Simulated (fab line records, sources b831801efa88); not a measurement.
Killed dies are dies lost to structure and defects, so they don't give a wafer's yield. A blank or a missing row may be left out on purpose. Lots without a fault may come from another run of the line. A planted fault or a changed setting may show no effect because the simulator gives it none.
Split-lot experiment | flow sky130 | 5 lots, 23 wafers read, on a route of 708 steps

THE SPLIT
At SKY_SONOS_ONO_SOFTBAKE_09 (time 60 s), the setting temp_c was moved away from the recipe's 90 C on 10 of the 23 wafers read, by -4.0% to +1.3%. The other wafers ran this setting at the recipe's value.

FROM THE SPLIT TO THE READING: what the file shows between them, 2 steps
- SKY_SONOS_ONO_EXPOSE_10: exposes mask ONOM, target cd 410 nm
- SKY_SONOS_ONO_PEB_11

THE READING
NOVOLAK_of_SONOS_ONO_COAT_08.thk_nm (the simulator's own value, which no gauge read), in nm, at SKY_SONOS_ONO_DEVELOP_12 (develop time 60 s). The file gives no usual value for it. The 13 wafers here that ran the recipe average 1138 nm, standard deviation 3.1 nm.

wafer  | tool, chamber at the split | temp_c as run, C | against the recipe | NOVOLAK_of_SONOS_ONO_COAT_08.thk_nm, nm | against lot-mates on the recipe
L074.2 | litho_track-04, 0          | 90               | recipe             | 1135                                    | -
L074.3 | litho_track-04, 0          | 90               | recipe             | 1135                                    | -
L074.4 | litho_track-04, 0          | 90               | recipe             | 1137                                    | -
L075.1 | litho_track-02, 0          | 90               | recipe             | 1134                                    | -
L075.2 | litho_track-02, 0          | 87.09            | -3.2%              | 1145                                    | +10
L075.3 | litho_track-02, 0          | 90               | recipe             | 1136                                    | -
L075.5 | litho_track-02, 0          | 90               | recipe             | 1135                                    | -
L075.6 | litho_track-02, 0          | 87.09            | -3.2%              | 1143                                    | +8
L080.1 | litho_track-03, 0          | 90               | recipe             | 1140                                    | -
L080.2 | litho_track-03, 0          | 91.17            | +1.3%              | 1141                                    | -2
L080.4 | litho_track-03, 0          | 91.17            | +1.3%              | 1141                                    | -2
L080.3 | litho_track-03, 0          | 91.17            | +1.3%              | 1143                                    | +0
L080.5 | litho_track-03, 0          | 90               | recipe             | 1145                                    | -
L083.1 | litho_track-02, 0          | 90               | recipe             | 1140                                    | -
L083.2 | litho_track-02, 0          | 86.39            | -4.0%              | 1152                                    | +11
L083.3 | litho_track-02, 0          | 86.39            | -4.0%              | 1153                                    | +12
L083.5 | litho_track-02, 0          | 86.39            | -4.0%              | 1153                                    | +12
L083.6 | litho_track-02, 0          | 90               | recipe             | 1142                                    | -
L085.1 | litho_track-04, 0          | 90               | recipe             | 1140                                    | -
L085.2 | litho_track-04, 0          | 87.36            | -2.9%              | 1146                                    | +8
L085.3 | litho_track-04, 0          | 90               | recipe             | 1138                                    | -
L085.4 | litho_track-04, 0          | 90               | recipe             | 1136                                    | -
L085.6 | litho_track-04, 0          | 87.36            | -2.9%              | 1145                                    | +7

THE FIT
A straight line over all 23 wafers: NOVOLAK_of_SONOS_ONO_COAT_08.thk_nm changes by -2.36 nm for each +1% of temp_c; r = -0.75; the points scatter about the line by 3.9 nm.
The same after taking each lot's own level away (the mean of its wafers on the recipe; 23 wafers): -2.56 nm for each +1%; r = -0.95; scatter 1.6 nm.
On that fit, the largest move of temp_c shifts the reading by 10 nm.
The lots' own levels span 1135.0 to 1142.5 nm, that is 2.4 times the standard deviation above.
So the lot-to-lot level blurs the effect unless lot-mates are compared.
Check: with one of the wafers moved furthest among these (-4.0%) left out of the fit, the line predicts +10.8 nm for it against its lot-mates. It came out at +11 nm against them.

OTHER SPLITS ON THESE WAFERS
These wafers also went through other splits before the reading. Each is held against what the fit with the lots' levels taken away leaves over:
other split on the same wafers | wafers away from the commonest value | r with NOVOLAK_of_SONOS_ONO_COAT_08.thk_nm (lot level and that fit taken away)
SKY_SONOS_ONO_CVD_04 time_s    | 18                                   | -0.01

THE WHOLE CHAIN: every reading that the file lists as answering this split, in the file's order
step                     | what it does      | reading                                                                              | change (the file's fit)              | r (the file's)
SKY_SONOS_ONO_DEVELOP_12 | develop time 60 s | NOVOLAK_of_SONOS_ONO_COAT_08.thk_nm (the simulator's own value, which no gauge read) | -2.68 nm for each +1% of the setting | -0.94
SKY_SONOS_ONO_STRIP_17   | strips in O2/N2   | strip_time_to_endpoint_s                                                             | withheld for each +1% of the setting | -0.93

THE FILE'S OWN FIT
NOVOLAK_of_SONOS_ONO_COAT_08.thk_nm changes by -2.68 nm for each +1% of temp_c, r = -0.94.
